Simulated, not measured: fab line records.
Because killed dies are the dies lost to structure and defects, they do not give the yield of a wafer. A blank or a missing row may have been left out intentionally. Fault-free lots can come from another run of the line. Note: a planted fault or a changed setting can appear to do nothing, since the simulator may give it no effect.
fab line records	flow sky130
record lots=6	wafers=18	last_day=50
route steps=708 shown METAL2@489
lots untouched by any fault: they come from a run of this same line in which no faults occurred
start_h: hours from the record's opening day to when the first of the lot's shown wafers began	wait_h: how many hours have passed since the lot's step before this one	" the same as in the row above	L1.1+2: several wafers, shown together as one row	- no value, or no start given	* or withheld: withheld	< > ~ a bound
route shown NAME@n: a module of which the file shows steps, and the number in the route of the first	usual: mean/standard deviation of fault-free wafers	same: alike in all rows	chamber/n: place in a boat	sites: each site's reading	_std_site: their standard deviation	_edge_site: inner sites' mean taken away from outer sites' mean	radius_mm: for every site, how far away it sits from the centre of the wafer	mask NAME#n: copy n	behind: tool/chamber where the wafer was last shaped	hold: cause of the lot's hold/its duration in hours/its outcome	device: which transistor (n, p or np) failed to switch	end of line: tests of these same wafers at the route's end	a step given without rows: its recipe and nothing more	killed: dies that structure and defects cost at the first sort, which is not the same as the wafer's yield	map: the dies of a wafer, with x for killed, . for not killed, _ for no die there
set.NAME: setting as actually run; set.NAME@STEP: the setting as run at that earlier step	model.NAME: the simulator's own value behind a step, which no gauge read
lots at some steps of the route; a table a step, a row a wafer
services: when a tool's chamber went out of use (start_h, in hours from the record's first day, below 0 if earlier), for how many hours, and the reason
## steps
# step SKY_METAL2_THK_MEAS_06
# recipe thk_meas_gauge=xrf	reads=AlCu_of_METAL2_SPUTTER_02
# usual METAL2_ALCU_THK=249.3/2.8
lot.wafer	tool	chamber	start_h	wait_h	METAL2_ALCU_THK[nm]
L389.1	film_metro-02	-	825.27	0.1	249.1
L389.2	"	-	"	"	249.6
L389.6	"	-	"	"	250.4
L395.1	film_metro-04	-	862.69	0.1	249.5
L395.2	"	-	"	"	251.8
L395.6	"	-	"	"	248.8
L406.1	film_metro-01	-	946.18	0.1	249.8
L406.5	"	-	"	"	247.4
L406.6	"	-	"	"	249.9
L407.1	film_metro-02	-	948.13	0.1	247.9
L407.2	"	-	"	"	245.0
L407.3	"	-	"	"	245.6
L408.2	film_metro-04	-	952.68	0.1	253.7
L408.4	"	-	"	"	251.7
L408.6	"	-	"	"	251.1
L409.3	film_metro-02	-	964.90	0.1	249.4
L409.4	"	-	"	"	249.9
L409.6	"	-	"	"	248.0
# step SKY_METAL2_DEHYDRATE_07
# recipe temp_c=200	time_s=60
# step SKY_METAL2_HMDS_08
# recipe prime_time_s=60	prime_temp_c=120
# step SKY_METAL2_COAT_09
# recipe resist=BARC	temp_c=withheld	time_s=withheld	spin_rpm=3000	resist_thk_nm=60
# step SKY_METAL2_COAT_10
# recipe resist=KrF-thick	spin_rpm=3000	resist_thk_nm=450
# step SKY_METAL2_SOFTBAKE_11
# recipe temp_c=100	time_s=90	resist=KrF-thick
# step SKY_METAL2_EXPOSE_12
# recipe mask_id=MM2	na=0.8	source_shape=annular	sigma_inner=0.55	sigma_outer=0.85	target_cd_nm=140	dose_mj=28
# step SKY_METAL2_PEB_13
# recipe peb_temp_c=withheld	peb_time_s=withheld	resist=KrF-thick
# step SKY_METAL2_DEVELOP_14
# recipe develop_time_s=60	resist=KrF-thick	dev_temp_c=21
# step SKY_METAL2_CD_MEAS_15
# recipe target_cd_nm=140
# usual cd_nm=139.7/1.3
lot.wafer	tool	chamber	start_h	wait_h	cd_nm
L389.1	cd_sem-02	-	856.35	-	137.0
L389.2	"	-	"	"	137.6
L389.6	"	-	"	"	137.1
L395.1	cd_sem-02	-	888.46	-	141.4
L395.2	"	-	"	"	140.0
L395.6	"	-	"	"	140.6
L406.1	cd_sem-01	-	970.20	-	139.7
L406.5	"	-	"	"	141.4
L406.6	"	-	"	"	140.8
L407.1	cd_sem-02	-	972.65	-	142.5
L407.2	"	-	"	"	142.0
L407.3	"	-	"	"	141.7
L408.2	cd_sem-01	-	977.47	-	138.5
L408.4	"	-	"	"	138.4
L408.6	"	-	"	"	138.2
L409.3	cd_sem-02	-	988.60	-	139.4
L409.4	"	-	"	"	139.4
L409.6	"	-	"	"	138.9
# step SKY_METAL2_OVL_MEAS_16
# usual METAL2_OVL=-2/5.2
lot.wafer	tool	chamber	start_h	wait_h	METAL2_OVL[nm]
L389.1	overlay-02	-	856.47	0.1	0
L389.2	"	-	"	"	5
L389.6	"	-	"	"	6
L395.1	overlay-02	-	888.58	0.1	0
L395.2	"	-	"	"	4
L395.6	"	-	"	"	-2
L406.1	overlay-01	-	970.32	0.1	2
L406.5	"	-	"	"	-2
L406.6	"	-	"	"	2
L407.1	overlay-02	-	972.77	0.1	-7
L407.2	"	-	"	"	-8
L407.3	"	-	"	"	2
L408.2	overlay-02	-	977.57	0.1	-7
L408.4	"	-	"	"	-5
L408.6	"	-	"	"	-6
L409.3	overlay-02	-	988.69	0.1	-12
L409.4	"	-	"	"	-6
L409.6	"	-	"	"	-6
# step SKY_METAL2_DESCUM_17
# recipe chemistry=O2	source_power_w=150	bias_power_w=0	pressure_mtorr=10	temp_c=40	time_s=8
# usual chamber_pressure_mTorr=10.000/0.0092	drypump_motor_current_A=5.6/0.38	oes_product_au=0.995/0.01
lot.wafer	tool	chamber	start_h	wait_h	chamber_pressure_mTorr	drypump_motor_current_A	oes_product_au	rf_hours_counter_h
L389.1	rie_metal-01	0	856.50	0.0	10.003	5.2	0.993	0
L389.2	"	1	"	"	9.994	5.0	0.996	11
L389.6	"	1	"	"	10.004	5.0	1.002	-
L395.1	rie_metal-02	0	888.62	0.0	10.001	5.9	1.001	11
L395.2	"	1	"	"	10.000	6.0	1.001	8
L395.6	"	1	"	"	10.001	6.0	1.000	-
L406.1	rie_metal-02	0	970.35	0.0	9.996	5.8	0.989	15
L406.5	"	0	"	"	10.006	5.8	0.996	-
L406.6	"	1	"	"	10.007	6.0	1.003	-
L407.1	rie_metal-02	0	972.80	0.0	9.991	5.9	0.989	15
L407.2	"	1	"	"	10.018	6.0	0.997	12
L407.3	"	0	"	"	9.994	5.8	0.981	-
L408.2	rie_metal-04	1	977.60	0.0	10.001	5.7	1.011	9
L408.4	"	0	"	"	10.001	5.7	1.020	-
L408.6	"	1	"	"	9.984	5.7	1.005	-
L409.3	rie_metal-04	0	988.73	0.0	10.010	5.7	1.021	-
L409.4	"	1	"	"	9.999	5.7	0.986	-
L409.6	"	0	"	"	10.001	5.7	1.024	-
# step SKY_METAL2_ETCH_18
# recipe chemistry=N2/H2	target=BARC	ion_energy_ev=200	bias_w=100	pressure_mtorr=30	n2_flow_sccm=100	h2_flow_sccm=200	icp_w=500	stop_on=SiO2	time_s=45.9	target_depth_a=600
# usual chamber_pressure_mTorr=29.999/0.026	drypump_motor_current_A=5.6/0.38	n2_flow_sccm=100.0/0.32	oes_product_au=0.854/0.0044	throttle_valve_pct=13.224/0.0091
lot.wafer	tool	chamber	start_h	wait_h	chamber_pressure_mTorr	drypump_motor_current_A	n2_flow_sccm	oes_product_au	rf_hours_counter_h	throttle_valve_pct	model.KrF-thick_of_METAL2_COAT_10.thk_nm
L389.1	rie_metal-01	0	856.53	0.0	30.017	5.3	99.9	0.857	0	13.209	393.8
L389.2	"	1	"	"	30.012	5.0	100.1	0.853	11	13.226	394.5
L389.6	"	1	"	"	29.990	5.0	100.2	0.852	-	13.216	395.3
L395.1	rie_metal-02	0	888.65	0.0	30.053	5.9	100.0	0.852	11	13.216	393.9
L395.2	"	1	"	"	30.034	6.0	100.4	0.861	8	13.212	393.9
L395.6	"	1	"	"	29.993	6.0	99.6	0.860	-	13.224	392.9
L406.1	rie_metal-02	0	970.38	0.0	30.001	5.9	100.6	0.849	15	13.226	385.2
L406.5	"	0	"	"	30.053	5.9	100.8	0.863	-	13.225	385.8
L406.6	"	1	"	"	29.991	6.0	100.2	0.850	-	13.223	391.7
L407.1	rie_metal-02	0	972.83	0.0	29.962	5.9	100.0	0.851	15	13.234	385.7
L407.2	"	1	"	"	29.999	6.1	99.4	0.855	12	13.222	393.2
L407.3	"	0	"	"	29.978	5.9	99.7	0.858	-	13.211	386.3
L408.2	rie_metal-04	1	977.63	0.0	29.961	5.7	100.0	0.858	9	13.239	391.9
L408.4	"	0	"	"	30.028	5.7	99.8	0.848	-	13.211	390.1
L408.6	"	1	"	"	30.021	5.7	100.2	0.849	-	13.237	391.4
L409.3	rie_metal-04	0	988.77	0.0	30.001	5.7	100.1	0.857	-	13.230	390.4
L409.4	"	1	"	"	30.010	5.7	100.0	0.855	-	13.221	390
L409.6	"	0	"	"	29.983	5.7	100.2	0.854	-	13.220	389.7
# step SKY_METAL2_METAL_ETCH_19
# recipe target_depth_a=3600	stop_on=SiO2	over_etch_frac=0.3	time_s=78	chemistry=Cl2/BCl3	resist_sidewall_deg=88	pressure_mtorr=10	icp_w=900	bias_w=48.5	Cl2_flow_sccm=60	bcl3_flow_sccm=30
# usual chamber_pressure_mTorr=9.998/0.0083	drypump_motor_current_A=5.6/0.38	oes_product_au=0.854/0.0056	throttle_valve_pct=22.264/0.0081
lot.wafer	tool	chamber	start_h	wait_h	chamber_pressure_mTorr	drypump_motor_current_A	oes_product_au	rf_hours_counter_h	throttle_valve_pct	model.KrF-thick_of_METAL2_COAT_10.thk_nm
L389.1	rie_metal-01	0	856.60	0.0	9.990	5.3	0.861	0	22.261	165.3
L389.2	"	1	"	"	10.009	5.0	0.850	11	22.242	163.6
L389.6	"	1	"	"	10.013	5.0	0.849	-	22.257	163.6
L395.1	rie_metal-02	0	888.71	0.0	9.979	5.9	0.855	12	22.275	163.8
L395.2	"	1	"	"	9.992	6.0	0.852	8	22.272	162.4
L395.6	"	1	"	"	10.013	6.0	0.857	-	22.259	163.1
L406.1	rie_metal-02	0	970.45	0.0	9.997	5.9	0.853	15	22.264	158.3
L406.5	"	0	"	"	9.999	5.9	0.849	-	22.272	158.4
L406.6	"	1	"	"	9.986	6.0	0.856	-	22.262	159.1
L407.1	rie_metal-02	0	972.90	0.0	9.997	5.9	0.858	15	22.270	155.8
L407.2	"	1	"	"	9.998	6.0	0.854	12	22.275	161.2
L407.3	"	0	"	"	9.993	5.9	0.855	-	22.263	155.5
L408.2	rie_metal-04	1	977.70	0.0	10.002	5.7	0.858	9	22.260	158.1
L408.4	"	0	"	"	10.014	5.7	0.863	-	22.266	151.1
L408.6	"	1	"	"	9.996	5.7	0.854	-	22.270	155.4
L409.3	rie_metal-04	0	988.84	0.1	10.002	5.7	0.850	-	22.258	151.7
L409.4	"	1	"	"	10.003	5.7	0.860	-	22.276	156.6
L409.6	"	0	"	"	9.994	5.7	0.858	-	22.260	149.6
# step SKY_METAL2_STRIP_20
# recipe chemistry=O2/N2	power_w=1400	pressure_mtorr=1500	platen_temp_c=withheld	o2_flow_sccm=3000	n2_flow_sccm=300	overash_fraction=0.5
# usual chamber_pressure_mTorr=1500.1/1.3	drypump_motor_current_A=5.7/0.57	n2_flow_sccm=300.2/0.89	oes_product_au=0.344/0.0044	strip_time_to_endpoint_s=2.72/0.05
lot.wafer	tool	chamber	start_h	wait_h	chamber_pressure_mTorr	drypump_motor_current_A	n2_flow_sccm	oes_product_au	rf_hours_counter_h	strip_time_to_endpoint_s
L389.1	plasma_asher-04	0	856.69	0.1	1500.6	5.6	299.8	0.345	106	2.78
L389.2	"	1	"	"	1499.4	6.0	300.7	0.346	106	2.75
L389.6	"	1	"	"	1502.8	6.0	301.2	0.344	-	2.74
L395.1	plasma_asher-02	1	888.80	0.1	1500.0	5.7	301.1	0.344	39	2.74
L395.2	"	0	"	"	1500.2	6.5	299.4	0.350	39	2.74
L395.6	"	0	"	"	1500.2	6.6	298.7	0.344	-	2.74
L406.1	plasma_asher-01	0	970.54	0.1	1501.3	5.0	300.2	0.343	86	2.70
L406.5	"	0	"	"	1500.2	5.0	301.2	0.341	-	2.68
L406.6	"	1	"	"	1500.6	4.8	300.5	0.342	-	2.70
L407.1	plasma_asher-04	1	972.99	0.1	1502.2	6.0	301.6	0.339	118	2.66
L407.2	"	0	"	"	1500.0	5.6	300.0	0.333	118	2.72
L407.3	"	0	"	"	1498.5	5.6	300.6	0.343	-	2.64
L408.2	plasma_asher-01	0	977.79	0.1	1502.8	5.0	299.3	0.339	87	2.71
L408.4	"	1	"	"	1503.6	4.8	299.9	0.341	-	2.62
L408.6	"	1	"	"	1499.8	4.8	299.4	0.337	-	2.67
L409.3	plasma_asher-02	0	988.93	0.1	1500.7	6.6	299.7	0.339	-	2.62
L409.4	"	1	"	"	1499.7	5.8	299.8	0.346	-	2.66
L409.6	"	0	"	"	1499.8	6.6	300.6	0.348	-	2.62
## services
tool	chamber	start_h	hours	kind
rie_metal-01	0	835.18	-	clean
rie_metal-01	0	835.18	19.4	scheduled_down
rie_metal-01	0	835.18	19.4	vent_cycle
plasma_asher-02	-	837.87	0.9	repair
rie_metal-01	-	865.09	7.2	repair
plasma_asher-01	-	879.74	0.4	repair
rie_metal-01	-	892.59	14.6	pm
## key
first_sign none at tools or gauges
model_effect step=SKY_METAL2_ETCH_18	value=KrF-thick_of_METAL2_COAT_10.thk_nm	without=394	struck=385.8
model_effect step=SKY_METAL2_METAL_ETCH_19	value=KrF-thick_of_METAL2_COAT_10.thk_nm	without=165.2	struck=157
met_at SKY_METAL2_ETCH_18
struck_wafers L406.1,L406.5,L407.1,L407.3
sort_left_out L407.1,L407.3
onset_between 888.65 970.38
fault kind=process_parameter_drift	tool=rie_metal-02	chamber=0	onset_h=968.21	steps=SKY_METAL2_ETCH_18	channel=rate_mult	offset=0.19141	shape=step	end_h=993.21
# sort_left_out: the simulated sort isn't trusted on such a fault, so these wafers' sort isn't shown, and their yield isn't known
